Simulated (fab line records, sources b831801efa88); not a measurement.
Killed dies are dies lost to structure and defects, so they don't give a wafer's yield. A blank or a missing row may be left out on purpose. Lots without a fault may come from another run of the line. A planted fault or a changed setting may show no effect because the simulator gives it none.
fab line records | flow sky130
record lots=6 wafers=18 last_day=50
route steps=708 shown LOCAL_INTERCONNECT@396 CONTACT@406 METAL1@434 PAD_OPEN@708
lots that met no fault: from a run of the same line without faults
start_h: hours from the record's first day to the start of the lot's first wafer shown | wait_h: hours since the lot's step before | " the same as in the row above | L1.1+2: a row that stands for several wafers | - no value, or no start given | * or withheld: withheld | < > ~ a bound
route shown NAME@n: a module of which the file shows steps, and the number in the route of the first | usual: mean/standard deviation of fault-free wafers | same: alike in all rows | chamber/n: place in a boat | sites: the reading at each site | _std_site: their standard deviation | _edge_site: outer sites' mean less inner sites' | radius_mm: how far each site lies from the wafer's centre | mask NAME#n: copy n | behind: the tool/chamber that last shaped the wafer | hold: why the lot was held/for how many hours/how that ended | device: the transistor (n, p or np) that didn't switch | end of line: the same wafers' tests at the end of the route | a step without rows: its recipe alone | killed: dies lost to structure and defects at the first sort, not the wafer's yield | map: a wafer's dies, x killed, . not, _ none there
set.NAME: the setting as run; set.NAME@STEP: as run at that earlier step | model.NAME: the simulator's own value behind a step, which no gauge read
lots at some steps of the route; a table a step, a row a wafer
services: from which hour (start_h, from the record's first day; less than 0 if before it) a tool's chamber was out of use, for how many hours, and why
## steps
# step SKY_LOCAL_INTERCONNECT_PEB_09
# recipe peb_temp_c=withheld peb_time_s=withheld resist=KrF-thick
# step SKY_LOCAL_INTERCONNECT_DEVELOP_10
# recipe develop_time_s=60 resist=KrF-thick dev_temp_c=21
# step SKY_LOCAL_INTERCONNECT_CD_MEAS_11
# recipe target_cd_nm=170
# usual cd_nm=170.2/1.6
# columns lot.wafer tool chamber start_h wait_h cd_nm
L867.2 cd_sem-01 - 756.41 - 165.5
L867.3 " - " " 166.6
L867.5 " - " " 166.0
L868.3 cd_sem-01 - 766.27 - 169.3
L868.4 " - " " 170.6
L868.6 " - " " 170.6
L875.2 cd_sem-01 - 820.86 - 169.9
L875.3 " - " " 171.9
L875.5 " - " " 171.7
L880.3 cd_sem-02 - 857.24 - 169.8
L880.4 " - " " 170.8
L880.5 " - " " 171.2
L881.1 cd_sem-01 - 860.39 - 171.2
L881.2 " - " " 169.7
L881.5 " - " " 169.4
L883.1 cd_sem-01 - 873.15 - 168.6
L883.5 " - " " 169.0
L883.6 " - " " 168.6
# step SKY_LOCAL_INTERCONNECT_OVL_MEAS_12
# usual LOCAL_INTERCONNECT_OVL=1/6.9
# columns lot.wafer tool chamber start_h wait_h LOCAL_INTERCONNECT_OVL[nm]
L867.2 overlay-01 - 756.52 0.1 -5
L867.3 " - " " -6
L867.5 " - " " -6
L868.3 overlay-01 - 766.36 0.1 9
L868.4 " - " " 4
L868.6 " - " " 4
L875.2 overlay-02 - 820.97 0.1 -3
L875.3 " - " " 2
L875.5 " - " " 1
L880.3 overlay-02 - 857.33 0.1 6
L880.4 " - " " 3
L880.5 " - " " 4
L881.1 overlay-02 - 860.51 0.1 -1
L881.2 " - " " 5
L881.5 " - " " 2
L883.1 overlay-01 - 873.27 0.1 10
L883.5 " - " " 13
L883.6 " - " " 15
# step SKY_LOCAL_INTERCONNECT_ETCH_13
# recipe chemistry=N2/H2 target=BARC ion_energy_ev=200 bias_w=100 pressure_mtorr=30 n2_flow_sccm=100 h2_flow_sccm=200 icp_w=500 stop_on=SiO2 time_s=45.9 target_depth_a=600
# usual drypump_motor_current_A=5.9/0.34 n2_flow_sccm=100.0/0.31 oes_product_au=0.854/0.0044 throttle_valve_pct=13.225/0.0091
# columns lot.wafer tool chamber start_h wait_h drypump_motor_current_A n2_flow_sccm oes_product_au rf_hours_counter_h throttle_valve_pct
L867.2 rie_metal-04 1 756.55 0.0 5.3 99.8 0.851 11 13.229
L867.3 " 1 " " 5.4 99.8 0.851 - 13.223
L867.5 " 0 " " 6.3 100.3 0.850 - 13.213
L868.3 rie_metal-03 0 766.41 0.0 5.6 99.2 0.853 - 13.223
L868.4 " 1 " " 6.0 99.4 0.859 - 13.235
L868.6 " 1 " " 6.0 99.9 0.856 - 13.226
L875.2 rie_metal-04 0 821.00 0.0 6.3 99.7 0.851 13 13.207
L875.3 " 0 " " 6.3 100.2 0.851 - 13.221
L875.5 " 1 " " 5.4 100.2 0.855 - 13.232
L880.3 rie_metal-04 0 857.37 0.0 6.3 99.7 0.855 - 13.230
L880.4 " 1 " " 5.4 100.0 0.859 - 13.221
L880.5 " 0 " " 6.3 99.6 0.851 - 13.230
L881.1 rie_metal-04 1 860.55 0.0 5.4 100.6 0.860 15 13.229
L881.2 " 0 " " 6.4 100.0 0.852 14 13.222
L881.5 " 0 " " 6.3 99.7 0.858 - 13.217
L883.1 rie_metal-02 0 873.30 0.0 6.0 100.3 0.853 8 13.242
L883.5 " 0 " " 6.0 100.1 0.859 - 13.241
L883.6 " 1 " " 6.4 100.1 0.854 - 13.250
# step SKY_LOCAL_INTERCONNECT_METAL_ETCH_14
# recipe target_depth_nm=110 stop_on=PSG chemistry=Cl2/BCl3 target=TiN resist_sidewall_deg=88 pressure_mtorr=10 icp_w=900 bias_w=48.5 Cl2_flow_sccm=60 bcl3_flow_sccm=30 time_s=31.4
# step SKY_LOCAL_INTERCONNECT_STRIP_15
# recipe chemistry=O2/N2 power_w=1400 pressure_mtorr=1500 platen_temp_c=withheld o2_flow_sccm=3000 n2_flow_sccm=300 overash_fraction=0.5
# step SKY_LOCAL_INTERCONNECT_STRIP_16
# recipe chemistry=post_etch_residue_remover time_s=1200 temp_c=72.5
# step SKY_LOCAL_INTERCONNECT_CLEAN_17
# recipe chemistry=IPA time_s=180 temp_c=25
# step SKY_LOCAL_INTERCONNECT_CLEAN_18
# recipe chemistry=O3/DIW dry=n2_spin
# step SKY_CONTACT_CVD_00
# recipe material=Si3N4 target_thk_nm=75 temp_c=400 time_s=withheld rf_w=450
# step SKY_CONTACT_THK_MEAS_01
# recipe reads=Si3N4_of_CONTACT_CVD_00
# usual CONTACT_CVD_00_THK=75.2/1
# columns lot.wafer tool chamber start_h wait_h CONTACT_CVD_00_THK[nm]
L867.2 film_metro-02 - 757.30 - 73.6
L867.3 " - " " 72.8
L867.5 " - " " 73.7
L868.3 film_metro-01 - 767.15 - 75.4
L868.4 " - " " 75.1
L868.6 " - " " 77.2
L875.2 film_metro-01 - 821.75 - 75.2
L875.3 " - " " 76.0
L875.5 " - " " 78.1
L880.3 film_metro-01 - 858.16 - 74.8
L880.4 " - " " 76.4
L880.5 " - " " 75.8
L881.1 film_metro-01 - 861.36 - 75.1
L881.2 " - " " 73.6
L881.5 " - " " 76.2
L883.1 film_metro-02 - 874.05 - 73.7
L883.5 " - " " 75.8
L883.6 " - " " 75.0
# step SKY_CONTACT_HDPCVD_02
# recipe material=SiO2 target_thk_nm=565 sigma_open_frac=0.3 time_s=94.2 temp_c=600 sih4_flow_sccm=60 pressure_mtorr=6
# columns lot.wafer tool chamber start_h wait_h
L867.2+3+5 hdpcvd-01 0,2,0 757.35 0.0
L868.3+4+6 hdpcvd-01 1,2,1 767.19 0.0
L875.2+3+5 hdpcvd-02 1,2,1 821.80 0.0
L880.3+4+5 hdpcvd-02 1,2,1 858.20 0.0
L881.1+2+5 hdpcvd-01 0,1,1 861.42 0.1
L883.1+5+6 hdpcvd-01 2,0,1 874.11 0.1
# step SKY_CONTACT_THK_MEAS_03
# recipe reads=SiO2_of_CONTACT_HDPCVD_02
# usual CONTACT_HDPCVD_THK=567/7.1
# columns lot.wafer tool chamber start_h wait_h CONTACT_HDPCVD_THK[nm]
L867.2 film_metro-03 - 757.43 0.0 560
L867.3 " - " " 574
L867.5 " - " " 559
L868.3 film_metro-02 - 767.27 0.1 572
L868.4 " - " " 565
L868.6 " - " " 568
L875.2 film_metro-03 - 821.88 0.0 571
L875.3 " - " " 562
L875.5 " - " " 569
L880.3 film_metro-03 - 858.29 0.1 576
L880.4 " - " " 566
L880.5 " - " " 574
L881.1 film_metro-01 - 861.49 0.0 563
L881.2 " - " " 579
L881.5 " - " " 572
L883.1 film_metro-01 - 874.18 0.0 567
L883.5 " - " " 558
L883.6 " - " " 576
# step SKY_CONTACT_CMP_04
# recipe material=SiO2 down_force_psi=4 platen_rpm=60 pad_velocity_m_s=0.94248
# usual motor_current_A=11.7/1.3 platen_rpm=60.00/0.046 time_to_endpoint_s=83/4
# columns lot.wafer tool chamber start_h wait_h motor_current_A platen_rpm time_to_endpoint_s
L867.2 cmp-02 1 757.48 0.0 11.7 59.96 84
L867.3 " 0 " " 11.3 59.95 89
L867.5 " 1 " " 12.9 59.95 81
L868.4 cmp-01 3 767.36 0.1 11.7 60.02 80
L868.3 " 1 " " 11.3 60.00 83
L868.6 " 3 " " 11.7 60.04 81
L875.3 cmp-02 2 821.93 0.0 13.1 59.91 86
L875.2 " 3 " " 12.3 59.99 88
L875.5 " 3 " " 11.8 59.98 88
L880.4 cmp-02 3 858.43 0.1 12.7 60.03 87
L880.3 " 0 " " 11.2 59.97 87
L880.5 " 2 " " 13.6 59.98 91
L881.1 cmp-01 0 861.55 0.1 12.6 59.98 87
L881.2 " 3 " " 11.6 60.02 92
L881.5 " 1 " " 11.2 60.04 84
L883.1 cmp-02 0 874.34 0.1 11.2 60.09 77
L883.6 " 2 " " 13.7 60.04 85
L883.5 " 3 " " 12.2 59.97 77
# step SKY_CONTACT_BOW_MEAS_05
# recipe mode=bow
# usual CONTACT_BOW=82/7
# columns lot.wafer tool chamber start_h wait_h CONTACT_BOW[um]
L867.2 film_metro-03 - 757.80 0.3 76
L867.3 " - " " 81
L867.5 " - " " 81
L868.3 film_metro-03 - 767.65 0.1 83
L868.4 " - " " 83
L868.6 " - " " 82
L875.2 film_metro-02 - 822.25 0.2 77
L875.3 " - " " 87
L875.5 " - " " 78
L880.3 film_metro-03 - 858.67 0.1 83
L880.4 " - " " 76
L880.5 " - " " 68
L881.1 film_metro-01 - 861.85 0.2 88
L881.2 " - " " 78
L881.5 " - " " 79
L883.1 film_metro-01 - 874.54 0.1 84
L883.5 " - " " 75
L883.6 " - " " 74
# step SKY_CONTACT_DEHYDRATE_06
# recipe temp_c=200 time_s=60
# step SKY_CONTACT_HMDS_07
# recipe prime_time_s=60 prime_temp_c=120
# step SKY_CONTACT_COAT_08
# recipe resist=BARC temp_c=withheld time_s=withheld spin_rpm=3000 resist_thk_nm=60
# step SKY_CONTACT_COAT_09
# recipe resist=KrF-thick spin_rpm=3000 resist_thk_nm=450
# step SKY_CONTACT_SOFTBAKE_10
# recipe temp_c=100 time_s=90 resist=KrF-thick
# step SKY_CONTACT_EXPOSE_11
# recipe mask_id=CTM1 na=0.8 source_shape=annular sigma_inner=0.55 sigma_outer=0.85 target_cd_nm=170 dose_mj=38
# step SKY_CONTACT_PEB_12
# recipe peb_temp_c=withheld peb_time_s=withheld resist=KrF-thick
# step SKY_CONTACT_DEVELOP_13
# recipe develop_time_s=60 resist=KrF-thick dev_temp_c=21
# step SKY_CONTACT_CD_MEAS_14
# recipe target_cd_nm=170
# usual cd_nm=169.8/1.5
# columns lot.wafer tool chamber start_h wait_h cd_nm
L867.2 cd_sem-01 - 783.71 - 170.8
L867.3 " - " " 171.1
L867.5 " - " " 171.7
L868.3 cd_sem-01 - 792.02 - 167.1
L868.4 " - " " 168.3
L868.6 " - " " 166.4
L875.2 cd_sem-01 - 848.07 - 169.3
L875.3 " - " " 169.4
L875.5 " - " " 169.8
L880.3 cd_sem-02 - 884.28 - 169.0
L880.4 " - " " 169.6
L880.5 " - " " 168.8
L881.1 cd_sem-02 - 887.34 - 170.3
L881.2 " - " " 170.6
L881.5 " - " " 170.7
L883.1 cd_sem-02 - 900.64 - 171.7
L883.5 " - " " 171.2
L883.6 " - " " 170.4
# step SKY_CONTACT_OVL_MEAS_15
# usual CONTACT_OVL=-2/4.8
# columns lot.wafer tool chamber start_h wait_h CONTACT_OVL[nm]
L867.2 overlay-02 - 783.82 0.1 -2
L867.3 " - " " -5
L867.5 " - " " -5
L868.3 overlay-02 - 792.12 0.1 1
L868.4 " - " " -1
L868.6 " - " " 0
L875.2 overlay-02 - 848.17 0.1 2
L875.3 " - " " 5
L875.5 " - " " -6
L880.3 overlay-01 - 884.37 0.1 -3
L880.4 " - " " 2
L880.5 " - " " 2
L881.1 overlay-02 - 887.46 0.1 -6
L881.2 " - " " -13
L881.5 " - " " -8
L883.1 overlay-01 - 900.76 0.1 -4
L883.5 " - " " 3
L883.6 " - " " 4
# step SKY_CONTACT_ETCH_16
# recipe chemistry=N2/H2 target=BARC ion_energy_ev=200 source_w=500 bias_w=100 pressure_mtorr=30 n2_flow_sccm=100 h2_flow_sccm=200 stop_on=SiO2 time_s=45.9 target_depth_a=600
# step SKY_CONTACT_ETCH_17
# recipe target=SiO2 chemistry=C4F8/O2/Ar stop_on=Si3N4 mask_material=KrF-thick source_w=1500 bias_w=1200 pressure_mtorr=40 c4f8_flow_sccm=withheld O2_flow_sccm=6 Ar_flow_sccm=300 time_s=withheld target_depth_a=3400
# step SKY_CONTACT_ETCH_18
# recipe target=Si3N4 chemistry=CHF3/O2 stop_on=TiN source_w=600 bias_w=200 pressure_mtorr=40 chf3_flow_sccm=50 O2_flow_sccm=5 time_s=39 target_depth_a=750
# step SKY_CONTACT_STRIP_19
# recipe chemistry=O2/N2 power_w=1400 pressure_mtorr=1500 platen_temp_c=withheld o2_flow_sccm=3000 n2_flow_sccm=300 overash_fraction=0.5
# step SKY_CONTACT_STRIP_20
# recipe chemistry=post_etch_residue_remover time_s=1200 temp_c=72.5
# step SKY_CONTACT_CLEAN_21
# recipe chemistry=IPA time_s=180 temp_c=25
# step SKY_CONTACT_CLEAN_22
# recipe chemistry=O3/DIW dry=n2_spin
# step SKY_CONTACT_SPUTTER_23
# recipe material=TiN target_thk_nm=20 chamber_pressure_pa=5 power_w=4000 time_s=80
# usual throttle_valve_pct=29.7/1.1
# columns lot.wafer tool chamber start_h wait_h throttle_valve_pct
L867.2 pvd_sputter-04 - 784.57 0.0 28.6
L867.3 " - " " 29.8
L867.5 " - " " 29.2
L868.3 pvd_sputter-03 - 792.87 0.0 31.6
L868.4 " - " " 28.2
L868.6 " - " " 29.0
L875.2 pvd_sputter-01 - 849.00 0.0 31.1
L875.3 " - " " 28.9
L875.5 " - " " 29.1
L880.3 pvd_sputter-04 - 885.13 0.0 28.5
L880.4 " - " " 29.4
L880.5 " - " " 28.7
L881.1 pvd_sputter-03 - 888.25 0.0 28.4
L881.2 " - " " 31.5
L881.5 " - " " 28.3
L883.1 pvd_sputter-01 - 901.53 0.0 31.0
L883.5 " - " " 28.6
L883.6 " - " " 31.1
# step SKY_CONTACT_CVD_24
# recipe material=W target_thk_nm=340 time_s=102.12 temp_c=400 pressure_torr=40
# step SKY_CONTACT_RS_MEAS_25
# recipe thk_meas_gauge=four-point-probe reads=W_of_CONTACT_CVD_24+TiN_of_CONTACT_SPUTTER_23
# usual CONTACT_W_RS=0.337/0.0045
# columns lot.wafer tool chamber start_h wait_h CONTACT_W_RS[ohm/sq]
L867.2 film_metro-01 - 784.76 0.1 0.333
L867.3 " - " " 0.332
L867.5 " - " " 0.341
L868.3 film_metro-03 - 793.08 0.1 0.341
L868.4 " - " " 0.333
L868.6 " - " " 0.334
L875.2 film_metro-01 - 849.19 0.1 0.343
L875.3 " - " " 0.341
L875.5 " - " " 0.341
L880.3 film_metro-03 - 885.34 0.1 0.337
L880.4 " - " " 0.342
L880.5 " - " " 0.338
L881.1 film_metro-03 - 888.42 0.1 0.333
L881.2 " - " " 0.340
L881.5 " - " " 0.334
L883.1 film_metro-03 - 901.70 0.1 0.338
L883.5 " - " " 0.340
L883.6 " - " " 0.340
# step SKY_CONTACT_THK_MEAS_26
# recipe thk_meas_gauge=xrf reads=W_of_CONTACT_CVD_24
# usual CONTACT_W_THK=346/5.2
# columns lot.wafer tool chamber start_h wait_h CONTACT_W_THK[nm]
L867.2 film_metro-01 - 784.87 0.1 355
L867.3 " - " " 354
L867.5 " - " " 345
L868.3 film_metro-03 - 793.18 0.1 342
L868.4 " - " " 351
L868.6 " - " " 349
L875.2 film_metro-01 - 849.30 0.1 334
L875.3 " - " " 338
L875.5 " - " " 338
L880.3 film_metro-03 - 885.44 0.1 348
L880.4 " - " " 343
L880.5 " - " " 346
L881.1 film_metro-03 - 888.54 0.1 348
L881.2 " - " " 345
L881.5 " - " " 351
L883.1 film_metro-03 - 901.82 0.1 344
L883.5 " - " " 342
L883.6 " - " " 344
# step SKY_CONTACT_CMP_27
# recipe stop_on=SiO2 t_overpolish_s=15 down_force_psi=3.5 platen_rpm=60 target_thk_nm=0 pad_velocity_m_s=0.94248
# step SKY_METAL1_SPUTTER_00
# recipe material=Ti target_thk_nm=15 power_w=3000 time_s=10 chamber_pressure_pa=0.4
# usual throttle_valve_pct=30.0/0.93
# columns lot.wafer tool chamber start_h wait_h throttle_valve_pct
L867.2 pvd_sputter-03 - 785.40 0.1 31.7
L867.3 " - " " 30.2
L867.5 " - " " 30.2
L868.3 pvd_sputter-02 - 793.56 0.2 30.3
L868.4 " - " " 31.2
L868.6 " - " " 29.7
L875.2 pvd_sputter-04 - 849.65 0.1 28.6
L875.3 " - " " 29.7
L875.5 " - " " 28.5
L880.3 pvd_sputter-03 - 885.78 0.1 30.3
L880.4 " - " " 29.1
L880.5 " - " " 30.3
L881.1 pvd_sputter-02 - 888.90 0.1 29.4
L881.2 " - " " 31.0
L881.5 " - " " 30.6
L883.1 pvd_sputter-04 - 902.18 0.2 30.2
L883.5 " - " " 29.8
L883.6 " - " " 30.2
# step SKY_METAL1_SPUTTER_01
# recipe material=TiN target_thk_nm=20 power_w=6500 time_s=16.7 chamber_pressure_pa=0.4
# usual throttle_valve_pct=29.9/0.91
# columns lot.wafer tool chamber start_h wait_h throttle_valve_pct
L867.2 pvd_sputter-03 - 785.42 0.0 32.0
L867.3 " - " " 30.4
L867.5 " - " " 30.3
L868.3 pvd_sputter-02 - 793.58 0.0 30.4
L868.4 " - " " 31.2
L868.6 " - " " 29.7
L875.2 pvd_sputter-04 - 849.67 0.0 28.9
L875.3 " - " " 29.5
L875.5 " - " " 28.9
L880.3 pvd_sputter-03 - 885.80 0.0 30.2
L880.4 " - " " 29.2
L880.5 " - " " 30.7
L881.1 pvd_sputter-02 - 888.92 0.0 29.7
L881.2 " - " " 30.8
L881.5 " - " " 30.8
L883.1 pvd_sputter-04 - 902.20 0.0 30.1
L883.5 " - " " 29.5
L883.6 " - " " 30.0
# step SKY_METAL1_SPUTTER_02
# recipe material=AlCu target_thk_nm=250 power_w=10600 time_s=13.3 chamber_pressure_pa=0.4
# step SKY_METAL1_SPUTTER_03
# recipe material=Ti target_thk_nm=5 power_w=3000 time_s=3.3 chamber_pressure_pa=0.4
# step SKY_PAD_OPEN_PROBE_99
# usual killed_at_M0_to_M3=43/7.8 killed_at_M4_up=3.2/1.9 killed_at_contacts=24/5 killed_at_front_end=14/4.5 killed_at_other=0.2/0.41 killed_dies=84/9.6 killed_open=47/6.9 killed_short=38/6
# same gross_dies=492 killed_at_back_side=0
# columns lot.wafer tool chamber start_h wait_h hold killed_at_M0_to_M3 killed_at_M4_up killed_at_contacts killed_at_front_end killed_at_other killed_dies killed_open killed_short
L867.2 prober-01 - 1110.26 0.1 await_dispo/1.9h/release 36 3 46 17 0 102 34 42
L867.3 prober-01 - 1110.31 0.2 await_dispo/1.9h/release 27 1 84 17 0 129 38 28
L867.5 prober-01 - 1110.41 0.2 await_dispo/1.9h/release 33 5 58 13 1 110 44 42
L868.3 prober-02 - 1117.21 0.2 await_dispo/5.8h/release 42 0 81 11 0 134 41 29
L868.4 prober-02 - 1117.26 0.2 await_dispo/5.8h/release 37 6 86 14 1 144 42 39
L868.6 prober-02 - 1117.36 0.2 await_dispo/5.8h/release 28 3 77 13 0 121 38 27
L875.2 prober-01 - 1158.96 0.1 - 32 0 35 24 1 92 59 33
L875.3 prober-01 - 1159.01 0.2 - 56 2 21 18 0 97 56 41
L875.5 prober-01 - 1159.11 0.2 - 43 0 25 9 0 77 48 29
L880.3 prober-02 - 1186.60 0.2 - 44 2 21 14 1 82 50 32
L880.4 prober-02 - 1186.65 0.2 - 38 2 31 15 0 86 44 42
L880.5 prober-02 - 1186.70 0.2 - 42 1 27 14 0 84 48 36
L881.1 prober-01 - 1187.67 0.1 - 48 2 22 10 1 83 49 34
L881.2 prober-01 - 1187.72 0.1 - 40 4 18 10 0 72 48 24
L881.5 prober-01 - 1187.87 0.2 - 40 5 30 12 1 88 41 47
L883.1 prober-01 - 1195.35 0.1 - 40 4 30 15 0 89 49 40
L883.5 prober-01 - 1195.55 0.2 - 36 4 27 10 0 77 38 39
L883.6 prober-01 - 1195.60 0.2 - 41 2 24 12 0 79 45 34
# killed by level:class
L867.2 CONTACT:unspecified=26 METAL2:geometric_particle:short=9 LI_CONTACT:geometric_particle:open=6 VIA1:geometric_particle:open=6 FIELD_ISO:geometric_particle:open=5 LOCAL_INTERCONNECT:geometric_particle:short=5 CONTACT:geometric_particle:open=5 VIA1:geometric_particle:short=5
L867.3 CONTACT:unspecified=63 CONTACT:geometric_particle:open=9 VIA1:geometric_particle:open=6 FIELD_ISO:geometric_particle:open=5 LOCAL_INTERCONNECT:geometric_particle:short=5 LI_CONTACT:geometric_particle:open=4 VIA2:geometric_particle:open=4 METAL2:geometric_particle:short=4
L867.5 CONTACT:unspecified=24 LI_CONTACT:geometric_particle:open=14 VIA3:geometric_particle:open=8 LI_CONTACT:geometric_particle:short=7 METAL2:geometric_particle:short=7 CONTACT:geometric_particle:open=6 VIA2:geometric_particle:open=6 VIA1:geometric_particle:open=5
L868.3 CONTACT:unspecified=64 VIA1:geometric_particle:open=12 POLY_GATE:geometric_particle:open=6 LI_CONTACT:geometric_particle:open=5 METAL1:geometric_particle:short=5 VIA2:geometric_particle:open=5 METAL3:geometric_particle:short=5 VIA3:geometric_particle:open=5
L868.4 CONTACT:unspecified=63 CONTACT:geometric_particle:open=11 VIA1:geometric_particle:open=7 METAL2:geometric_particle:short=5 VIA3:geometric_particle:open=5 CONTACT:geometric_particle:short=5 FIELD_ISO:geometric_particle:short=4 METAL3:geometric_particle:short=4
L868.6 CONTACT:unspecified=56 VIA1:geometric_particle:open=9 LI_CONTACT:geometric_particle:open=7 FIELD_ISO:geometric_particle:short=5 FIELD_ISO:geometric_particle:open=4 CONTACT:geometric_particle:open=4 LOCAL_INTERCONNECT:geometric_particle:short=4 CONTACT:geometric_particle:short=4
L875.2 CONTACT:geometric_particle:open=12 LI_CONTACT:geometric_particle:open=10 POLY_GATE:geometric_particle:open=7 VIA1:geometric_particle:open=6 VIA2:geometric_particle:open=6 FIELD_ISO:geometric_particle:open=5 FIELD_ISO:geometric_particle:short=4 CONTACT:geometric_particle:short=4
L875.3 VIA1:geometric_particle:open=12 CONTACT:geometric_particle:open=11 VIA3:geometric_particle:open=8 METAL1:geometric_particle:short=8 FIELD_ISO:geometric_particle:open=7 METAL2:geometric_particle:short=7 VIA1:geometric_particle:short=6 POLY_GATE:geometric_particle:short=5
L875.5 VIA1:geometric_particle:open=12 LI_CONTACT:geometric_particle:open=10 CONTACT:geometric_particle:open=8 VIA2:geometric_particle:open=6 VIA1:geometric_particle:short=5 VIA3:geometric_particle:open=5 METAL1:geometric_particle:short=4 METAL2:geometric_particle:short=4
L880.3 VIA1:geometric_particle:open=11 CONTACT:geometric_particle:open=8 VIA3:geometric_particle:open=8 LI_CONTACT:geometric_particle:open=6 METAL3:geometric_particle:short=5 VIA1:geometric_particle:short=5 VIA2:geometric_particle:open=5 VIA3:geometric_particle:short=4
L880.4 LI_CONTACT:geometric_particle:open=12 CONTACT:geometric_particle:open=8 VIA1:geometric_particle:short=7 VIA1:geometric_particle:open=6 METAL2:geometric_particle:short=6 POLY_GATE:geometric_particle:short=5 VIA2:geometric_particle:short=5 CONTACT:geometric_particle:short=4
L880.5 VIA1:geometric_particle:open=9 CONTACT:geometric_particle:open=8 LI_CONTACT:geometric_particle:open=6 CONTACT:geometric_particle:short=6 VIA2:geometric_particle:open=6 METAL1:geometric_particle:short=5 VIA3:geometric_particle:open=5 POLY_GATE:geometric_particle:open=4
L881.1 VIA1:geometric_particle:open=13 LI_CONTACT:geometric_particle:open=8 VIA2:geometric_particle:open=8 METAL2:geometric_particle:short=8 CONTACT:geometric_particle:open=6 VIA3:geometric_particle:open=6 CONTACT:geometric_particle:short=5 METAL1:geometric_particle:short=5
L881.2 CONTACT:geometric_particle:open=12 VIA1:geometric_particle:open=12 VIA3:geometric_particle:open=7 FIELD_ISO:geometric_particle:short=5 VIA1:geometric_particle:short=5 METAL1:geometric_particle:short=4 LI_CONTACT:geometric_particle:open=3 VIA2:geometric_particle:open=3
L881.5 VIA1:geometric_particle:open=11 LI_CONTACT:geometric_particle:open=9 METAL1:geometric_particle:short=8 LOCAL_INTERCONNECT:geometric_particle:short=7 CONTACT:geometric_particle:short=6 VIA3:geometric_particle:open=5 CONTACT:geometric_particle:open=5 FIELD_ISO:geometric_particle:short=4
L883.1 LI_CONTACT:geometric_particle:open=11 CONTACT:geometric_particle:open=8 VIA1:geometric_particle:open=8 VIA3:geometric_particle:open=8 VIA1:geometric_particle:short=6 FIELD_ISO:geometric_particle:short=5 POLY_GATE:geometric_particle:open=5 CONTACT:geometric_particle:short=5
L883.5 VIA1:geometric_particle:open=8 LOCAL_INTERCONNECT:geometric_particle:short=7 LI_CONTACT:geometric_particle:open=7 CONTACT:geometric_particle:open=7 METAL2:geometric_particle:short=7 POLY_GATE:geometric_particle:short=4 METAL1:geometric_particle:short=4 VIA3:geometric_particle:open=4
L883.6 VIA1:geometric_particle:open=13 CONTACT:geometric_particle:open=8 LI_CONTACT:geometric_particle:open=6 LOCAL_INTERCONNECT:geometric_particle:short=5 VIA2:geometric_particle:open=5 VIA3:geometric_particle:open=5 METAL1:geometric_particle:short=4 VIA1:geometric_particle:short=4
# map L867.3 (x killed, . not)
__________..x.....x._________
________x..xx....x...._______
______.................._____
_____.x......x.x......x..____
____..x.....x...x.....x...___
___............x.....xx.x..__
__........x.x..............._
_.............x...xxx........
_..............x.........xxxx
_....x..xx..x..........x.x...
_.............x...xx.........
_x.........x..x....x.........
_.....xx........xxxx.x.......
_.x.....x.....xxxxxxxx.x.....
_...............xxxxxxxxx....
__xxx.....x...xxxxxxxxxxx..x_
___.....x...x..xxxxxxxxxx..__
____..x.....x.xxxxxxxxxxx.___
_____......xx..x.xxxxx.x.____
______....x.x.xx..xx...._____
________...x.......x.._______
__________..x.x....._________
# map L868.4 (x killed, . not)
__________x..x...x.._________
________....xx........_______
______x..xxx....x......._____
_____.x......x.........x.____
____...xx...xxx...x....x..___
___...x.xx.....x...........__
__....x......x.............x_
_....xx..x.x.x............x.x
_............x......xx.x..x..
_...xx.......x...........x...
_........xx...x........x.....
_.....x..............xx...x..
_..x.......x....xxxx......x..
_..x...x.......xxxxxx.xxx....
_...xx...x..xxxxxxxxxxxx.....
__....x...xx...xxxxxxxxx..x._
___.......x..x.xxxxxxxxx.x.__
____xx.xx......xxxxxxxx.x.___
_____xx.......xxxxxxxx..x____
______...x.......xxxx.x._____
________...xx......xxx_______
__________.........._________
## services
# columns tool chamber start_h hours kind
hdpcvd-01 2 732.60 4.0 repair
cmp-02 - 734.47 0.9 repair
pvd_sputter-03 - 737.05 1.4 repair
pvd_sputter-02 - 742.50 17.1 repair
cmp-02 - 744.82 4.0 pm
pvd_sputter-02 - 751.51 2.5 repair
cmp-02 - 753.88 0.4 repair
pvd_sputter-03 - 762.75 4.0 repair
pvd_sputter-04 - 767.82 3.7 repair
pvd_sputter-04 - 771.01 2.0 repair
cmp-02 - 782.36 5.3 repair
pvd_sputter-03 - 783.32 1.8 repair
pvd_sputter-01 - 783.51 7.0 repair
hdpcvd-02 - 785.19 1.2 repair
cmp-02 - 786.43 16.0 repair
pvd_sputter-04 - 793.38 1.8 repair
pvd_sputter-02 - 793.71 5.4 repair
pvd_sputter-02 - 797.55 25.6 repair
pvd_sputter-03 - 824.93 2.9 repair
cmp-02 - 843.23 4.8 pm
cmp-01 - 867.23 0.3 repair
pvd_sputter-02 - 871.33 5.8 repair
pvd_sputter-01 - 881.97 18.4 repair
cmp-01 - 891.98 5.2 pm
## key
first_sign step=SKY_PAD_OPEN_PROBE_99 reading=killed_at_contacts direction=up sigmas=9.6 usual=24 struck=72
effect step=SKY_PAD_OPEN_PROBE_99 reading=killed_dies direction=up sigmas=4 usual=84 struck=123
met_at SKY_CONTACT_HDPCVD_02
struck_wafers L867.2,L867.3,L867.5,L868.3,L868.4,L868.6
tester_left_out L867,L868
fault kind=chamber_particle_source tool=hdpcvd-01 chamber=- onset_h=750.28 steps=SKY_CONTACT_HDPCVD_02 rate_per_visit_cm2=1.1199 end_h=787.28
# tester_left_out: of these lots the tester's yield and bins aren't shown, on N5 and GAA mostly nor the transistor test; their killed dies are dies lost to structure and defects alone, not to doping, threshold or leakage, so they don't give the yield
